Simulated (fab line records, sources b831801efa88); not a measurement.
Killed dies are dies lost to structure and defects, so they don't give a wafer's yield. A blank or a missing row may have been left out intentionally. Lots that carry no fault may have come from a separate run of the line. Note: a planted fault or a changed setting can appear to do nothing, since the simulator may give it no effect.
Which tool did it? | flow sky130 | 13 lots with 39 wafers sampled at 2 steps, on a route of 708 steps

== WHAT EACH GAUGE READ, for each wafer ==
No reading from a measuring or inspecting step in the record can be judged against a usual standard deviation.

== WHAT TOOL EACH LOT RAN ON (gives the tool, then ch and the chambers of the sampled wafers, and finally the start) ==
lot  | SKY_VIA2_ETCH_14                   | SKY_VIA2_STRIP_16
L913 | rie diel-02 ch 0,3, day 35 19:50   | plasma asher-02 ch 0,1, day 35 19:56
L914 | rie diel-03 ch 1,2,3, day 36 09:20 | plasma asher-02 ch 0,1, day 36 09:26
L916 | rie diel-03 ch 2,3, day 38 10:13   | plasma asher-02 ch 0,1, day 38 10:19
L915 | rie diel-02 ch 0,2, day 38 10:56   | plasma asher-02 ch 0,1, day 38 11:04
L917 | rie diel-03 ch 0,2, day 38 11:22   | plasma asher-03 ch 0,1, day 38 11:28
L919 | rie diel-04 ch 2,3, day 38 12:58   | plasma asher-02 ch 0,1, day 38 13:04
L920 | rie diel-04 ch 0,1, day 38 14:14   | plasma asher-01 ch 0,1, day 38 14:20
L922 | rie diel-02 ch 0,3, day 39 01:29   | plasma asher-03 ch 0,1, day 39 01:35
L921 | rie diel-04 ch 0,2, day 39 04:55   | plasma asher-02 ch 0,1, day 39 05:03
L923 | rie diel-03 ch 2,3, day 39 06:02   | plasma asher-01 ch 0,1, day 39 06:11
L924 | rie diel-02 ch 0,1,2, day 39 14:35 | plasma asher-03 ch 0,1, day 39 14:41
L925 | rie diel-03 ch 0,2,3, day 39 21:29 | plasma asher-02 ch 0,1, day 39 21:38
L927 | rie diel-03 ch 0,2,3, day 40 11:47 | plasma asher-02 ch 0,1, day 40 11:53
- SKY_VIA2_ETCH_14: etches BARC in N2/H2, stops on SiO2, time 45.9 s, target depth 60 nm.
- SKY_VIA2_STRIP_16: strips in O2/N2.

== AS READ BY THE TOOLS THEMSELVES (means over the sampled wafers that have a number; for cases with no such wafer, the mark the record gives instead) ==
SKY_VIA2_ETCH_14. Usual: drypump motor current A 5.9 A, standard deviation 0.38; oes product au 0.855 a.u., standard deviation 0.0049; run length s 74.1 s, standard deviation 0.62; throttle valve pct 13.224 %, standard deviation 0.0094.
lot  | tool        | drypump motor current A (A) | oes product au (a.u.) | run length s (s) | throttle valve pct (%) | flag
L913 | rie diel-02 | 5.5                         | 0.856                 | 74.0             | 13.220                 |
L914 | rie diel-03 | 5.7                         | 0.856                 | 73.9             | 13.223                 |
L916 | rie diel-03 | 5.9                         | 0.852                 | 73.7             | 13.212                 |
L915 | rie diel-02 | 5.6                         | 0.860                 | 74.2             | 13.220                 |
L917 | rie diel-03 | 6.4                         | 0.854                 | 74.0             | 13.222                 |
L919 | rie diel-04 | 6.0                         | 0.855                 | 74.8             | 13.222                 |
L920 | rie diel-04 | 5.8                         | 0.857                 | 74.0             | 13.215                 |
L922 | rie diel-02 | 5.4                         | 0.853                 | 74.4             | 13.235                 |
L921 | rie diel-04 | 5.9                         | 0.853                 | 75.0             | 13.224                 |
L923 | rie diel-03 | 5.9                         | 0.853                 | 73.7             | 13.226                 |
L924 | rie diel-02 | 5.6                         | 0.855                 | 74.2             | 13.218                 |
L925 | rie diel-03 | 6.1                         | 0.860                 | 73.8             | 13.225                 |
L927 | rie diel-03 | 6.1                         | 0.899                 | 71.5             | 13.224                 | OFF

SKY_VIA2_STRIP_16. Usual: drypump motor current A 5.5 A, standard deviation 0.41; o2 flow sccm 3000 sccm, standard deviation 8.9; oes product au 0.399 a.u., standard deviation 0.0044; strip time to endpoint s 4.058 s, standard deviation 0.021.
lot  | tool            | drypump motor current A (A) | o2 flow sccm (sccm) | oes product au (a.u.) | strip time to endpoint s (s) | flag
L913 | plasma asher-02 | 5.6                         | 3009                | 0.397                 | 4.058                        |
L914 | plasma asher-02 | 5.6                         | 2997                | 0.400                 | 4.069                        |
L916 | plasma asher-02 | 5.5                         | 3005                | 0.401                 | 4.096                        |
L915 | plasma asher-02 | 5.6                         | 3003                | 0.399                 | 4.036                        |
L917 | plasma asher-03 | 5.7                         | 3004                | 0.401                 | 4.079                        |
L919 | plasma asher-02 | 5.6                         | 3009                | 0.398                 | 4.039                        |
L920 | plasma asher-01 | 5.9                         | 2998                | 0.401                 | 4.051                        |
L922 | plasma asher-03 | 5.7                         | 2992                | 0.402                 | 4.054                        |
L921 | plasma asher-02 | 5.5                         | 2982                | 0.398                 | 4.043                        |
L923 | plasma asher-01 | 5.8                         | 2994                | 0.397                 | 4.056                        |
L924 | plasma asher-03 | 5.6                         | 3002                | 0.401                 | 4.071                        |
L925 | plasma asher-02 | 5.3                         | 2999                | 0.399                 | 4.068                        |
L927 | plasma asher-02 | 5.6                         | 3005                | 0.394                 | 4.101                        |

== THE ANSWER, worked out from the rows above alone ==
Rule: a lot is off if the mean of its wafers that have a number lies more than 3 standard deviations from the usual mean. A lot without any number at a reading at which 4 lots or more have one is off too. All remaining lots with rows at the step are treated as sound. After the gauges, taken in route order, come the tools' own readings; for these a lot's mean is taken, as printed above. At the first step where some lot is off, the reading lying furthest off is the one used; lots without a number count as furthest.
Off: L927, at SKY_VIA2_ETCH_14 (oes product au).
A tool fits if, at that step or a process step before it, it ran every lot that is off, and no sound lot after the first of them. One candidate fits, namely rie diel-03 at SKY_VIA2_ETCH_14. A fault onset in the window from L925 (day 39 21:29, its last sound lot) to L927 (day 40 11:47, its first lot off) fits.
The tool's own readings at SKY_VIA2_ETCH_14 bear it out: on the lots that are off they differ by more than 5 times the standard deviation of the sound lots' means. oes product au reads 0.899 a.u. there against 0.855 a.u. on the sound lots; run length s reads 71.5 s there against 74.1 s on the sound lots.

== WHAT WAS PUT IN BY THE SIMULATOR ==
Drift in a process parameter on rie diel-03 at SKY_VIA2_ETCH_14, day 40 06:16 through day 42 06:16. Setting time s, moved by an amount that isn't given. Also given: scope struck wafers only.
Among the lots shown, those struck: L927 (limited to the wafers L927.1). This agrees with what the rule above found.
